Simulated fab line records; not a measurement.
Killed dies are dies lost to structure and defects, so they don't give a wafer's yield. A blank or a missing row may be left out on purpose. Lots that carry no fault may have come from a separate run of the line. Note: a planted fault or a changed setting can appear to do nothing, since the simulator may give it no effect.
A lot that was struck, set against a sound lot    flow sky130    14 out of 708 route steps
Sound: the wafers L266.1, L266.3, L266.6. Wafers struck: L263.1, L263.2, L263.4. The cause is given at the end.
For every step that has rows: the tool of each side, followed by ch and its chambers, followed by its first start. Under that, the readings that differ: sound wafers    struck wafers    difference of the means    sigmas: that difference in standard deviations of wafers without a fault.
alike: same words and numbers on both sides, and readings whose means sit less than 2 such deviations apart. not compared: any withheld reading, any reading some wafer has no value for, any bound like >300 that may hide the same value, and any number with overlapping values for which the record gives no deviation.
The two part at a step that has a row with sigmas, a row that says differs or no value, or rows on one side only. Non-overlapping numbers with no deviation appear without sigmas and do not part them. Lack of a reading on every wafer of one side parts them only where that side has two or more wafers.

first, 4 steps without rows for these wafers: SKY_SONOS_TUNNEL_SOFTBAKE_03 (time 60 s); SKY_SONOS_TUNNEL_EXPOSE_04 (exposes mask TUNM, target cd 410 nm); SKY_SONOS_TUNNEL_PEB_05; SKY_SONOS_TUNNEL_DEVELOP_06 (develop time 60 s).
SKY_SONOS_TUNNEL_CD_MEAS_07 targets a cd of 410 nm.
  sound: cd-sem-01 at day 15 20:28; struck: cd-sem-01 at day 14 20:49
  alike: cd-nm
SKY_SONOS_TUNNEL_OVL_MEAS_08:
  sound: overlay-01 at day 15 20:35; struck: overlay-01 at day 14 20:56
  alike: SONOS_TUNNEL_OVL
then, 3 steps without rows for these wafers: SKY_SONOS_TUNNEL_IMPLANT_09; SKY_SONOS_TUNNEL_WET_ETCH_10 (etches SiO2 in dHF, target depth 14 nm, time 280 s); SKY_SONOS_TUNNEL_STRIP_11 (strips in SPM, time 600 s).
SKY_SONOS_TUNNEL_TW_MEAS_12:
  sound: film-metro-01 at day 15 21:02; struck: film-metro-01 at day 14 21:23
  alike: SONOS_TUNNEL_TW
then, 2 steps without rows for these wafers: SKY_SONOS_TUNNEL_CLEAN_13 (cleans in dHF, time 20 s); SKY_SONOS_ONO_OXIDATION_00 (stabilise 600 s, purge 300 s, target thk 2.6 nm).
SKY_SONOS_ONO_THK_MEAS_01:
  sound: film-metro-03 at day 15 23:43; struck: film-metro-01 at day 14 23:37
reading                       sound           struck          difference  sigmas
SONOS_ONO_OXIDATION_THK (nm)  2.60 2.56 2.57  6.85 6.97 6.91  +4.33       +92
  not compared: hold
SKY_PAD_OPEN_PROBE_99:
  rows exist in the record for the sound wafers here (prober-01, day 49 03:57), none for the struck ones

== WHERE THEY PART ==
At SKY_SONOS_ONO_THK_MEAS_01 first; at SKY_PAD_OPEN_PROBE_99 last (within this record only).

WHY: the cause the simulator had injected
Metrology matching offset: film-metro-01, from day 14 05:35 on, at SKY_SONOS_ONO_THK_MEAS_01. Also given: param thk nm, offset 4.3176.
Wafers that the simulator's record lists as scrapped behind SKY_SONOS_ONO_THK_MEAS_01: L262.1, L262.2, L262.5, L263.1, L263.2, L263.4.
